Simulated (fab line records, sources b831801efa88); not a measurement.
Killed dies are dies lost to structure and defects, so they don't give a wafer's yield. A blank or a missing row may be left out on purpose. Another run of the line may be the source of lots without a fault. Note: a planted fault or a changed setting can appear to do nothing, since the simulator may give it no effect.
2 desks looking at one fault + flow gf180mcu + only its own numbers are on each desk; what lay behind them is given at the end

== THE TOOL OWNER'S DESK: furnace-01 ==
The tool's own readings at GF_DUAL_GATE_OXIDATION_15 (stabilise 600 s, purge 300 s, target thk 7.098 nm): means of the sampled wafers that have a number, for each lot that ran on this tool. The brackets show how far a lot's mean lies from the usual mean; more than 4 standard deviations puts the lot out of limits, marked OUT.
Columns: A = spike tc upper C at GF_DUAL_GATE_OXIDATION_15, usual 849.4 C; B = zone power lower pct at GF_DUAL_GATE_OXIDATION_15, usual 16.6 %
| lot  | first seen here | A     | B    |
|------|-----------------|-------|------|
| L228 | day 8 23:56     | 849.5 | 18.8 |
| L229 | day 9 04:31     | 850.3 | 18.7 |
| L234 | day 10 17:35    | 849.0 | 18.8 |
| L238 | day 12 05:01    | 849.6 | 18.8 |
| L239 | day 12 15:04    | 849.5 | 18.8 |
This desk found nothing out of limits on any of the 5 lots.

== METROLOGY DESK ==
Lot by lot, what the gauges showed, no matter which tool ran the lot: averages of those sampled wafers that carry a number. The brackets show how far a lot's mean lies from the usual mean; more than 4 standard deviations puts the lot out of limits, marked OUT.
Columns: A = M2_OVL at GF_M2_OVL_MEAS_15, usual -8 nm
| lot  | first seen here | A   |
|------|-----------------|-----|
| L226 | day 19 07:55    | -10 |
| L227 | day 19 21:53    | -10 |
| L228 | day 20 07:28    | -6  |
| L229 | day 20 11:32    | -9  |
| L234 | day 22 18:39    | -17 |
| L238 | day 24 08:48    | -7  |
| L239 | day 24 23:23    | -7  |
| L241 | day 25 04:07    | -6  |
| L240 | day 25 04:35    | 0   |
| L242 | day 25 06:20    | -6  |
| L246 | day 26 12:50    | -10 |
| L248 | day 27 04:55    | -9  |
This desk found nothing out of limits on any of the 12 lots.

== ALL TOGETHER ==
Nothing out of limits was seen by the tool owner's desk.
The metrology desk saw nothing out of limits.

== WHAT WAS PUT IN BY THE SIMULATOR ==
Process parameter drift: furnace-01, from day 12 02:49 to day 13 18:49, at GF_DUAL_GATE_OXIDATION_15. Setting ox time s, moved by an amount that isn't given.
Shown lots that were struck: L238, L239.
